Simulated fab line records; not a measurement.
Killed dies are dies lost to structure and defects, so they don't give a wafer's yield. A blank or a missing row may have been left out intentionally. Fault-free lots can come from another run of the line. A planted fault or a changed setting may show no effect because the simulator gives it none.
fab line records ; flow sky130
[record] lots = 6; wafers = 18; lastDay = 50
route steps=708 shown METAL4@627 VIA4@639 PAD_OPEN@708
lots that met no fault: from a run of the same line without faults
startH: hours from the record's opening day to when the first of the lot's shown wafers began ; waitH: time in hours since the lot's previous step ; " same as the row above ; L1.1+2: a row that stands for several wafers ; - no value, or no start was given ; * or withheld: withheld ; < > ~ a bound
route shown NAME@n: NAME is a module with steps in the file, n the number in the route of the first one ; usual: average and standard deviation across the fault-free wafers ; same: alike in all rows ; chamber/n: place in a boat ; sites: per-site readings ; _std_site: standard deviation of those values ; _edge_site: mean of outer sites minus mean of inner sites ; radiusMm: how far each site lies from the wafer's centre ; mask NAME#n: copy n ; behind: the last tool/chamber to shape the wafer ; hold: reason for holding the lot/hours on hold/outcome of the hold ; device: transistor that didn't switch, given as n, p or np ; end of line: the same wafers' tests at the end of the route ; a step without rows: its recipe alone ; killed: dies that structure and defects cost at the first sort, which is not the same as the wafer's yield ; map: the dies of a wafer, with x for killed, . for not killed, _ for no die there
set.NAME: the setting as run; set.NAME@STEP: as run at that earlier step ; model.NAME: the simulator's own value behind a step, which no gauge read
lots at selected steps of the route; one table per step, one row per wafer
services: a tool's chamber out of use, with start hour (startH, from the record's first day; less than 0 if before it), hours out, and reason
[[steps]]
[step SKY_METAL4_PEB_11]
[recipe] pebTempC = withheld; pebTimeS = withheld; resist = KrF-thick
[step SKY_METAL4_DEVELOP_12]
[recipe] developTimeS = 60; resist = KrF-thick; devTempC = 21
[step SKY_METAL4_CD_MEAS_13]
[recipe] targetCdNm = 300
[usual] cdNm = 299.6/1.2
lot.wafer;tool;chamber;startH;waitH;cdNm
L415.2;cdSem-02;-;1030.74;-;299.9
L415.3;cdSem-02;-;1030.74;-;299.3
L415.5;cdSem-02;-;1030.74;-;299.6
L416.1;cdSem-02;-;1031.44;-;300.6
L416.3;cdSem-02;-;1031.44;-;299.5
L416.5;cdSem-02;-;1031.44;-;299.5
L421.1;cdSem-01;-;1066.19;-;299.4
L421.4;cdSem-01;-;1066.19;-;298.1
L421.5;cdSem-01;-;1066.19;-;299.2
L426.2;cdSem-01;-;1095.44;-;299.4
L426.3;cdSem-01;-;1095.44;-;298.8
L426.4;cdSem-01;-;1095.44;-;299.5
L430.1;cdSem-02;-;1117.84;-;299.6
L430.2;cdSem-02;-;1117.84;-;298.7
L430.6;cdSem-02;-;1117.84;-;300.1
L432.1;cdSem-02;-;1126.97;-;300.0
L432.2;cdSem-02;-;1126.97;-;298.3
L432.6;cdSem-02;-;1126.97;-;299.9
[step SKY_METAL4_OVL_MEAS_14]
[usual] METAL4_OVL = 2/4.6
lot.wafer;tool;chamber;startH;waitH;METAL4_OVL[nm]
L415.2;overlay-01;-;1030.84;0.1;-3
L415.3;overlay-01;-;1030.84;0.1;3
L415.5;overlay-01;-;1030.84;0.1;-1
L416.1;overlay-01;-;1031.56;0.1;1
L416.3;overlay-01;-;1031.56;0.1;1
L416.5;overlay-01;-;1031.56;0.1;5
L421.1;overlay-01;-;1066.31;0.1;6
L421.4;overlay-01;-;1066.31;0.1;3
L421.5;overlay-01;-;1066.31;0.1;7
L426.2;overlay-01;-;1095.54;0.1;-5
L426.3;overlay-01;-;1095.54;0.1;-10
L426.4;overlay-01;-;1095.54;0.1;-7
L430.1;overlay-01;-;1117.96;0.1;-2
L430.2;overlay-01;-;1117.96;0.1;-8
L430.6;overlay-01;-;1117.96;0.1;-4
L432.1;overlay-01;-;1127.09;0.1;-4
L432.2;overlay-01;-;1127.09;0.1;-1
L432.6;overlay-01;-;1127.09;0.1;10
[step SKY_METAL4_DESCUM_15]
[recipe] chemistry = O2; sourcePowerW = 150; biasPowerW = 0; pressureMtorr = 10; tempC = 40; timeS = 8
[usual] drypumpMotorCurrentA = 5.7/0.39; oesProductAu = 0.990/0.012
lot.wafer;tool;chamber;startH;waitH;drypumpMotorCurrentA;oesProductAu;rfHoursCounterH
L415.2;rieMetal-01;1;1030.87;0.0;5.7;0.973;11
L415.3;rieMetal-01;1;1030.87;0.0;5.7;0.966;-
L415.5;rieMetal-01;1;1030.87;0.0;5.7;0.975;-
L416.1;rieMetal-01;0;1031.60;0.0;5.6;0.995;8
L416.3;rieMetal-01;1;1031.60;0.0;5.7;0.964;-
L416.5;rieMetal-01;1;1031.60;0.0;5.8;0.980;-
L421.1;rieMetal-03;0;1066.35;0.0;6.3;0.993;24
L421.4;rieMetal-03;1;1066.35;0.0;5.4;0.986;-
L421.5;rieMetal-03;0;1066.35;0.0;6.2;0.972;-
L426.2;rieMetal-04;0;1095.57;0.0;6.3;0.995;4
L426.3;rieMetal-04;1;1095.57;0.0;5.2;0.981;-
L426.4;rieMetal-04;0;1095.57;0.0;6.3;1.001;-
L430.1;rieMetal-01;0;1118.00;0.0;5.7;1.011;14
L430.2;rieMetal-01;1;1118.00;0.0;5.7;1.006;17
L430.6;rieMetal-01;0;1118.00;0.0;5.6;1.017;-
L432.1;rieMetal-01;0;1127.12;0.0;5.7;1.002;15
L432.2;rieMetal-01;1;1127.12;0.0;5.7;0.987;18
L432.6;rieMetal-01;1;1127.12;0.0;5.7;0.993;-
[step SKY_METAL4_ETCH_16]
[recipe] chemistry = N2/H2; target = BARC; ionEnergyEv = 200; biasW = 100; pressureMtorr = 30; n2FlowSccm = 100; h2FlowSccm = 200; icpW = 500; stopOn = SiO2; timeS = 88.2; targetDepthA = 600
[usual] biasW = 100.0/0.31; drypumpMotorCurrentA = 5.7/0.4; oesProductAu = 0.625/0.0043; throttleValvePct = 13.203/0.0087
lot.wafer;tool;chamber;startH;waitH;biasW;drypumpMotorCurrentA;oesProductAu;rfHoursCounterH;throttleValvePct
L415.2;rieMetal-01;1;1030.90;0.0;99.4;5.7;0.623;11;13.199
L415.3;rieMetal-01;1;1030.90;0.0;99.4;5.7;0.625;-;13.202
L415.5;rieMetal-01;1;1030.90;0.0;99.6;5.8;0.633;-;13.201
L416.1;rieMetal-01;0;1031.63;0.0;100.0;5.6;0.627;8;13.196
L416.3;rieMetal-01;1;1031.63;0.0;100.3;5.7;0.621;-;13.197
L416.5;rieMetal-01;1;1031.63;0.0;99.8;5.7;0.636;-;13.189
L421.1;rieMetal-03;0;1066.38;0.0;99.8;6.3;0.633;24;13.205
L421.4;rieMetal-03;1;1066.38;0.0;99.9;5.4;0.625;-;13.209
L421.5;rieMetal-03;0;1066.38;0.0;99.6;6.4;0.621;-;13.219
L426.2;rieMetal-04;0;1095.60;0.0;100.0;6.3;0.627;4;13.204
L426.3;rieMetal-04;1;1095.60;0.0;99.9;5.2;0.623;-;13.212
L426.4;rieMetal-04;0;1095.60;0.0;99.7;6.3;0.628;-;13.205
L430.1;rieMetal-01;0;1118.03;0.0;99.9;5.7;0.623;14;13.188
L430.2;rieMetal-01;1;1118.03;0.0;100.1;5.7;0.630;17;13.203
L430.6;rieMetal-01;0;1118.03;0.0;100.2;5.7;0.620;-;13.205
L432.1;rieMetal-01;0;1127.15;0.0;100.1;5.7;0.627;15;13.204
L432.2;rieMetal-01;1;1127.15;0.0;100.1;5.7;0.633;18;13.207
L432.6;rieMetal-01;1;1127.15;0.0;100.2;5.7;0.618;-;13.195
[step SKY_METAL4_ETCH_17]
[recipe] target = SiO2; stopOn = TiN; chemistry = C4F8/O2/Ar; sourceW = 1500; biasW = 1200; pressureMtorr = 40; c4f8FlowSccm = withheld; O2_flow_sccm = 6; Ar_flow_sccm = 300; timeS = 3.9; targetDepthA = 150
[usual] biasW = 1200/3.6; oesProductAu = 0.754/0.0087
lot.wafer;tool;chamber;startH;waitH;biasW;oesProductAu;rfHoursCounterH
L415.2;rieDiel-03;1;1031.00;0.1;1202;0.756;9
L415.3;rieDiel-03;2;1031.00;0.1;1201;0.760;14
L415.5;rieDiel-03;1;1031.00;0.1;1196;0.759;-
L416.1;rieDiel-02;0;1031.73;0.1;1204;0.750;24
L416.3;rieDiel-02;3;1031.73;0.1;1197;0.762;9
L416.5;rieDiel-02;2;1031.73;0.1;1204;0.768;-
L421.1;rieDiel-04;1;1066.48;0.1;1198;0.758;5
L421.4;rieDiel-04;0;1066.48;0.1;1198;0.764;18
L421.5;rieDiel-04;2;1066.48;0.1;1205;0.773;-
L426.2;rieDiel-03;2;1095.70;0.1;1203;0.745;16
L426.3;rieDiel-03;3;1095.70;0.1;1198;0.740;10
L426.4;rieDiel-03;1;1095.70;0.1;1192;0.745;-
L430.1;rieDiel-02;1;1118.13;0.1;1198;0.760;16
L430.2;rieDiel-02;0;1118.13;0.1;1207;0.752;26
L430.6;rieDiel-02;2;1118.13;0.1;1200;0.759;-
L432.1;rieDiel-03;3;1127.25;0.1;1198;0.760;11
L432.2;rieDiel-03;2;1127.25;0.1;1198;0.758;17
L432.6;rieDiel-03;2;1127.25;0.1;1201;0.772;-
[step SKY_METAL4_METAL_ETCH_18]
[recipe] targetDepthA = 8450; stopOn = SiO2; overEtchFrac = 0.3; timeS = 183.1; chemistry = Cl2/BCl3; resistSidewallDeg = 88; pressureMtorr = 10; icpW = 900; biasW = 48.5; Cl2_flow_sccm = 60; bcl3FlowSccm = 30
[usual] biasW = 48.49/0.14; drypumpMotorCurrentA = 5.7/0.37; oesProductAu = 0.867/0.0067; throttleValvePct = 22.263/0.0097
[same] overEtchFrac = 0.3
lot.wafer;tool;chamber;startH;waitH;biasW;drypumpMotorCurrentA;oesProductAu;rfHoursCounterH;throttleValvePct
L415.2;rieMetal-03;0;1031.02;0.0;48.42;6.3;0.871;21;22.264
L415.3;rieMetal-03;1;1031.02;0.0;48.40;5.4;0.874;-;22.259
L415.5;rieMetal-03;1;1031.02;0.0;48.21;5.4;0.871;-;22.264
L416.1;rieMetal-03;0;1031.75;0.0;48.59;6.3;0.861;21;22.262
L416.3;rieMetal-03;0;1031.75;0.0;48.43;6.2;0.854;-;22.266
L416.5;rieMetal-03;0;1031.75;0.0;48.67;6.2;0.860;-;22.274
L421.1;rieMetal-01;0;1066.50;0.0;48.49;5.7;0.855;10;22.272
L421.4;rieMetal-01;0;1066.50;0.0;48.23;5.7;0.854;-;22.258
L421.5;rieMetal-01;0;1066.50;0.0;48.39;5.7;0.868;-;22.246
L426.2;rieMetal-03;0;1095.72;0.0;48.37;6.3;0.864;26;22.282
L426.3;rieMetal-03;0;1095.72;0.0;48.39;6.2;0.858;-;22.260
L426.4;rieMetal-03;1;1095.72;0.0;48.36;5.4;0.870;-;22.268
L430.1;rieMetal-01;1;1118.15;0.0;48.69;5.7;0.878;17;22.270
L430.2;rieMetal-01;0;1118.15;0.0;48.45;5.7;0.871;14;22.268
L430.6;rieMetal-01;0;1118.15;0.0;48.50;5.6;0.874;-;22.270
L432.1;rieMetal-04;1;1127.27;0.0;48.41;5.2;0.876;23;22.266
L432.2;rieMetal-04;0;1127.27;0.0;48.64;6.3;0.858;7;22.252
L432.6;rieMetal-04;1;1127.27;0.0;48.35;5.2;0.873;-;22.259
[step SKY_METAL4_STRIP_19]
[recipe] chemistry = O2/N2; powerW = 1400; pressureMtorr = 1500; platenTempC = withheld; o2FlowSccm = 3000; n2FlowSccm = 300; overashFraction = 0.5
[usual] drypumpMotorCurrentA = 5.8/0.48; oesProductAu = 0.506/0.0062; stripTimeToEndpointS = 6.61/0.11
lot.wafer;tool;chamber;startH;waitH;drypumpMotorCurrentA;oesProductAu;rfHoursCounterH;stripTimeToEndpointS
L415.2;plasmaAsher-01;1;1031.20;0.1;5.8;0.518;92;6.78
L415.3;plasmaAsher-01;1;1031.20;0.1;5.8;0.507;-;6.73
L415.5;plasmaAsher-01;0;1031.20;0.1;5.0;0.510;-;6.77
L416.1;plasmaAsher-04;0;1031.93;0.1;6.4;0.505;27;6.67
L416.3;plasmaAsher-04;1;1031.93;0.1;6.1;0.503;-;6.70
L416.5;plasmaAsher-04;1;1031.93;0.1;6.1;0.514;-;6.66
L421.1;plasmaAsher-01;1;1066.67;0.1;5.8;0.497;96;6.39
L421.4;plasmaAsher-01;1;1066.67;0.1;5.8;0.485;-;6.39
L421.5;plasmaAsher-01;0;1066.67;0.1;5.0;0.498;-;6.33
L426.2;plasmaAsher-03;0;1095.90;0.1;5.3;0.508;64;6.72
L426.3;plasmaAsher-03;0;1095.90;0.1;5.3;0.513;-;6.68
L426.4;plasmaAsher-03;1;1095.90;0.1;6.1;0.504;-;6.64
L430.1;plasmaAsher-01;0;1118.33;0.1;5.0;0.508;101;6.63
L430.2;plasmaAsher-01;1;1118.33;0.1;5.8;0.500;101;6.59
L430.6;plasmaAsher-01;1;1118.33;0.1;5.8;0.503;-;6.46
L432.1;plasmaAsher-03;1;1127.45;0.1;6.1;0.509;67;6.72
L432.2;plasmaAsher-03;0;1127.45;0.1;5.3;0.511;67;6.64
L432.6;plasmaAsher-03;0;1127.45;0.1;5.3;0.512;-;6.73
[step SKY_METAL4_STRIP_20]
[recipe] chemistry = postEtchResidueRemover; timeS = 1200; tempC = 72.5
[step SKY_METAL4_CLEAN_21]
[recipe] chemistry = IPA; timeS = 180; tempC = 25
[step SKY_METAL4_CLEAN_22]
[recipe] chemistry = O3/DIW; dry = n2Spin
[step SKY_VIA4_HDPCVD_00]
[recipe] material = SiO2; targetThkNm = 1750; sigmaOpenFrac = 0.3; timeS = 291.7; tempC = 400; sih4FlowSccm = 60; pressureMtorr = 6
lot.wafer;tool;chamber;startH;waitH;model.SiO2_of_VIA4_HDPCVD_00.thkNm
L415.2;hdpcvd-01;0;1031.79;0.0;1762
L415.3;hdpcvd-01;1;1031.79;0.0;1749
L415.5;hdpcvd-01;1;1031.79;0.0;1735
L416.1;hdpcvd-01;1;1032.55;0.0;1743
L416.3;hdpcvd-01;2;1032.55;0.0;1717
L416.5;hdpcvd-01;0;1032.55;0.0;1790
L421.1;hdpcvd-02;2;1067.27;0.0;1766
L421.4;hdpcvd-02;1;1067.27;0.0;1757
L421.5;hdpcvd-02;2;1067.27;0.0;1747
L426.2;hdpcvd-02;2;1096.49;0.0;2860
L426.3;hdpcvd-02;1;1096.49;0.0;1777
L426.4;hdpcvd-02;1;1096.49;0.0;1772
L430.1;hdpcvd-02;1;1119.03;0.0;2851
L430.2;hdpcvd-02;2;1119.03;0.0;2849
L430.6;hdpcvd-02;2;1119.03;0.0;2850
L432.1;hdpcvd-01;1;1128.04;0.0;1740
L432.2;hdpcvd-01;2;1128.04;0.0;1707
L432.6;hdpcvd-01;1;1128.04;0.0;1742
[step SKY_VIA4_THK_MEAS_01]
[recipe] reads = SiO2_of_VIA4_HDPCVD_00
[usual] VIA4_HDPCVD_THK = 1753/22
lot.wafer;tool;chamber;startH;waitH;VIA4_HDPCVD_THK[nm]
L415.2;filmMetro-03;-;1031.98;0.1;1762
L415.3;filmMetro-03;-;1031.98;0.1;1749
L415.5;filmMetro-03;-;1031.98;0.1;1735
L416.1;filmMetro-04;-;1032.73;0.1;1742
L416.3;filmMetro-04;-;1032.73;0.1;1717
L416.5;filmMetro-04;-;1032.73;0.1;1791
L421.1;filmMetro-04;-;1067.45;0.1;1767
L421.4;filmMetro-04;-;1067.45;0.1;1757
L421.5;filmMetro-04;-;1067.45;0.1;1748
L426.2;filmMetro-03;-;1096.68;0.1;2860
L426.3;filmMetro-03;-;1096.68;0.1;1777
L426.4;filmMetro-03;-;1096.68;0.1;1772
L430.1;filmMetro-04;-;1119.20;0.1;2851
L430.2;filmMetro-04;-;1119.20;0.1;2848
L430.6;filmMetro-04;-;1119.20;0.1;2850
L432.1;filmMetro-04;-;1128.22;0.1;1740
L432.2;filmMetro-04;-;1128.22;0.1;1707
L432.6;filmMetro-04;-;1128.22;0.1;1743
[step SKY_VIA4_CMP_02]
[recipe] material = SiO2; downForcePsi = 4; platenRpm = 60; padVelocityMS = 0.94248
[step SKY_PAD_OPEN_PROBE_99]
[usual] defectLimitedYield = 82.7/1.9; killed_at_M0_to_M3 = 44/7.2; killed_at_M4_up = 2.9/1.8; killedAtContacts = 24/5.2; killedAtFrontEnd = 15/4; killedAtOther = 0.2/0.49; killedDies = 85/9.1; killedOpen = 47/6.8; killedShort = 38/5.7; sort_bin_3_pad_short = 0.9/0.44; sort_bin_5_function = 10.3/1.4; sort_bin_6_memory = 6.2/1.1; sortNPass = 407/9.1; sortYieldPct = 82.7/1.9
[same] grossDies = 492; killedAtBackSide = 0; sort_bin_4_leakage[%] = 0; sort_bin_8_speed[%] = 0
lot.wafer;tool;chamber;startH;waitH;defectLimitedYield[%];killed_at_M0_to_M3;killed_at_M4_up;killedAtContacts;killedAtFrontEnd;killedAtOther;killedDies;killedOpen;killedShort;sort_bin_3_pad_short[%];sort_bin_5_function[%];sort_bin_6_memory[%];sortNPass;sortYieldPct[%]
L415.2;prober-01;-;1124.19;0.1;84.6;37;2;25;12;0;76;46;30;0.2;10.2;5.1;416;84.6
L415.3;prober-01;-;1124.24;0.2;81.9;44;4;20;21;0;89;46;43;0.8;12.4;4.9;403;81.9
L415.5;prober-01;-;1124.34;0.2;82.3;46;1;26;14;0;87;55;32;0.4;10.8;6.5;405;82.3
L416.1;prober-02;-;1125.39;0.1;82.1;49;3;24;12;0;88;56;32;0.8;12.2;4.9;404;82.1
L416.3;prober-02;-;1125.49;0.2;82.5;51;2;17;16;0;86;47;39;1.4;10.6;5.5;406;82.5
L416.5;prober-02;-;1125.59;0.2;80.3;52;3;30;11;1;97;53;44;0.6;13.4;5.7;395;80.3
L421.1;prober-01;-;1154.05;0.1;80.7;52;1;28;14;0;95;52;43;0.8;10.6;7.9;397;80.7
L421.4;prober-01;-;1154.20;0.2;82.7;49;0;20;16;0;85;49;36;0.4;10.8;6.1;407;82.7
L421.5;prober-01;-;1154.25;0.2;83.9;34;2;30;13;0;79;47;32;0.6;8.1;7.3;413;83.9
L426.2;prober-02;-;1180.82;0.1;82.7;54;1;17;13;0;85;40;45;0.8;11.4;5.1;407;82.7
L426.3;prober-02;-;1180.87;0.2;83.9;42;2;20;15;0;79;44;35;1.4;9.1;5.5;413;83.9
L426.4;prober-02;-;1180.92;0.2;82.3;52;6;23;6;0;87;48;39;0.4;9.6;7.7;405;82.3
L430.1;prober-02;-;1198.71;0.1;81.1;40;2;26;25;0;93;50;43;1.6;10.0;7.3;399;81.1
L430.2;prober-02;-;1198.76;0.1;78.9;50;5;31;18;0;104;59;45;0.6;12.8;7.7;388;78.9
L430.6;prober-02;-;1198.96;0.2;82.7;36;1;29;19;0;85;54;31;0.8;10.2;6.3;407;82.7
L432.1;prober-02;-;1205.45;0.1;86.8;34;5;16;10;0;65;36;29;0;9.6;3.7;427;86.8
L432.2;prober-02;-;1205.50;0.1;83.5;49;1;24;7;0;81;48;33;0.4;10.4;5.7;411;83.5
L432.6;prober-02;-;1205.70;0.2;84.6;45;1;20;10;0;76;38;38;1.2;7.1;7.1;416;84.6
// killed by level:class
L415.2 CONTACT:geometricParticle:open=12 VIA1:geometricParticle:open=7 LI_CONTACT:geometricParticle:open=6 CONTACT:geometricParticle:short=5 METAL1:geometricParticle:short=5 POLY_GATE:geometricParticle:short=4 VIA3:geometricParticle:open=4 FIELD_ISO:geometricParticle:open=3
L415.3 VIA1:geometricParticle:open=11 CONTACT:geometricParticle:open=9 VIA2:geometricParticle:open=7 POLY_GATE:geometricParticle:short=6 FIELD_ISO:geometricParticle:short=5 VIA3:geometricParticle:open=5 VIA1:geometricParticle:short=5 FIELD_ISO:geometricParticle:open=4
L415.5 CONTACT:geometricParticle:open=17 VIA1:geometricParticle:open=13 VIA1:geometricParticle:short=8 VIA2:geometricParticle:open=7 METAL1:geometricParticle:short=5 POLY_GATE:geometricParticle:open=4 LI_CONTACT:geometricParticle:open=4 METAL2:geometricParticle:short=4
L416.1 VIA1:geometricParticle:open=13 CONTACT:geometricParticle:open=11 LI_CONTACT:geometricParticle:open=6 VIA1:geometricParticle:short=6 VIA3:geometricParticle:open=6 POLY_GATE:geometricParticle:short=5 VIA2:geometricParticle:open=5 POLY_GATE:geometricParticle:open=4
L416.3 VIA1:geometricParticle:open=17 METAL1:geometricParticle:short=7 VIA2:geometricParticle:open=7 CONTACT:geometricParticle:short=6 FIELD_ISO:geometricParticle:open=5 VIA1:geometricParticle:short=5 FIELD_ISO:geometricParticle:short=4 VIA3:geometricParticle:open=4
L416.5 VIA1:geometricParticle:open=15 LI_CONTACT:geometricParticle:open=9 METAL1:geometricParticle:short=9 LI_CONTACT:geometricParticle:short=6 CONTACT:geometricParticle:short=6 VIA2:geometricParticle:open=6 VIA1:geometricParticle:short=5 CONTACT:geometricParticle:open=5
L421.1 VIA1:geometricParticle:open=14 CONTACT:geometricParticle:open=10 VIA1:geometricParticle:short=10 LI_CONTACT:geometricParticle:open=8 VIA3:geometricParticle:open=7 METAL1:geometricParticle:short=6 CONTACT:geometricParticle:short=6 VIA2:geometricParticle:open=5
L421.4 VIA1:geometricParticle:open=17 METAL1:geometricParticle:short=9 FIELD_ISO:geometricParticle:open=7 LI_CONTACT:geometricParticle:open=6 VIA3:geometricParticle:open=6 LI_CONTACT:geometricParticle:short=4 CONTACT:geometricParticle:open=4 CONTACT:geometricParticle:short=4
L421.5 CONTACT:geometricParticle:open=13 VIA1:geometricParticle:open=6 LI_CONTACT:geometricParticle:open=5 CONTACT:geometricParticle:short=5 LOCAL_INTERCONNECT:geometricParticle:short=5 VIA3:geometricParticle:open=5 METAL1:geometricParticle:short=4 METAL2:geometricParticle:short=4
L426.2 VIA2:geometricParticle:short=9 VIA1:geometricParticle:open=8 METAL2:geometricParticle:short=6 CONTACT:geometricParticle:open=6 VIA3:geometricParticle:open=6 VIA3:geometricParticle:short=6 LOCAL_INTERCONNECT:geometricParticle:short=5 FIELD_ISO:geometricParticle:open=4
L426.3 VIA1:geometricParticle:open=10 METAL2:geometricParticle:short=7 VIA3:geometricParticle:open=6 LI_CONTACT:geometricParticle:open=5 CONTACT:geometricParticle:open=5 METAL1:geometricParticle:short=5 SPACER:geometricParticle:open=4 VIA2:geometricParticle:open=4
L426.4 CONTACT:geometricParticle:open=12 VIA1:geometricParticle:open=9 METAL1:geometricParticle:short=8 VIA2:geometricParticle:open=8 METAL2:geometricParticle:short=7 VIA3:geometricParticle:open=7 LI_CONTACT:geometricParticle:open=6 VIA2:geometricParticle:short=6
L430.1 CONTACT:geometricParticle:open=12 VIA1:geometricParticle:open=9 VIA3:geometricParticle:open=9 FIELD_ISO:geometricParticle:open=6 FIELD_ISO:geometricParticle:short=5 POLY_GATE:geometricParticle:short=5 CONTACT:geometricParticle:short=5 POLY_CUT:geometricParticle:short=5
L430.2 VIA1:geometricParticle:open=13 LI_CONTACT:geometricParticle:open=10 CONTACT:geometricParticle:open=9 CONTACT:geometricParticle:short=7 METAL1:geometricParticle:short=7 VIA2:geometricParticle:open=6 METAL2:geometricParticle:open=5 VIA3:geometricParticle:short=5
L430.6 CONTACT:geometricParticle:open=13 VIA1:geometricParticle:open=13 VIA3:geometricParticle:open=7 LI_CONTACT:geometricParticle:open=6 CONTACT:geometricParticle:short=5 POLY_GATE:geometricParticle:open=4 VIA2:geometricParticle:open=4 FIELD_ISO:geometricParticle:short=3
L432.1 VIA1:geometricParticle:open=10 VIA3:geometricParticle:open=7 CONTACT:geometricParticle:open=6 VIA1:geometricParticle:short=6 LOCAL_INTERCONNECT:geometricParticle:short=5 VIA2:geometricParticle:open=4 FIELD_ISO:geometricParticle:short=3 FIELD_ISO:geometricParticle:open=3
L432.2 VIA3:geometricParticle:open=10 VIA1:geometricParticle:open=10 CONTACT:geometricParticle:open=9 LOCAL_INTERCONNECT:geometricParticle:short=5 METAL2:geometricParticle:short=5 METAL1:geometricParticle:short=5 POLY_GATE:geometricParticle:open=4 LI_CONTACT:geometricParticle:open=4
L432.6 VIA1:geometricParticle:open=12 LI_CONTACT:geometricParticle:short=6 VIA3:geometricParticle:open=6 CONTACT:geometricParticle:open=5 VIA1:geometricParticle:short=5 METAL2:geometricParticle:short=5 VIA2:geometricParticle:open=5 METAL3:geometricParticle:short=5
[[services]]
tool;chamber;startH;hours;kind
rieMetal-04;0;1013.26;-;clean
rieMetal-04;0;1013.26;18.1;scheduledDown
rieMetal-04;0;1013.26;18.1;ventCycle
hdpcvd-02;2;1014.13;6.5;repair
rieDiel-03;0;1028.73;6.4;repair
rieDiel-03;2;1031.79;5.6;repair
rieMetal-03;1;1032.84;12.0;repair
hdpcvd-02;-;1041.89;6.0;pm
rieMetal-04;-;1051.16;2.8;pm
rieDiel-04;3;1053.67;3.0;repair
rieDiel-02;-;1065.08;0.6;repair
hdpcvd-02;1;1070.26;4.8;repair
rieDiel-04;-;1071.63;2.8;pm
rieDiel-03;0;1072.55;-;clean
rieDiel-03;0;1072.55;25.8;scheduledDown
rieDiel-03;0;1072.55;25.8;ventCycle
hdpcvd-01;0;1076.46;8.0;repair
hdpcvd-02;-;1080.51;1.0;repair
hdpcvd-01;-;1082.22;6.0;pm
rieDiel-04;3;1105.55;-;clean
rieMetal-03;0;1106.89;-;clean
rieMetal-03;0;1106.89;29.5;scheduledDown
rieMetal-03;0;1106.89;29.5;ventCycle
plasmaAsher-01;-;1122.75;2.4;repair
[[key]]
[firstSign] step = SKY_VIA4_THK_MEAS_01; reading = VIA4_HDPCVD_THK; direction = up; sigmas = 51; usual = 1753; struck = 2852
effect none on later readings
[modelEffect] step = SKY_VIA4_HDPCVD_00; value = SiO2_of_VIA4_HDPCVD_00.thkNm; without = 1764; struck = 2853
metAt SKY_VIA4_HDPCVD_00
struckWafers L426.2,L430.1,L430.2,L430.6
onsetBetween 1067.27 1096.49
[fault] kind = processParameterDrift; tool = hdpcvd-02; chamber = -; onsetH = 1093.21; steps = SKY_VIA4_HDPCVD_00; channel = targetThkNm; offset = 1088.4; shape = step; endH = 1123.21; scope = struckWafersOnly; actsIn = theseRecipesOnly; stated = 1750
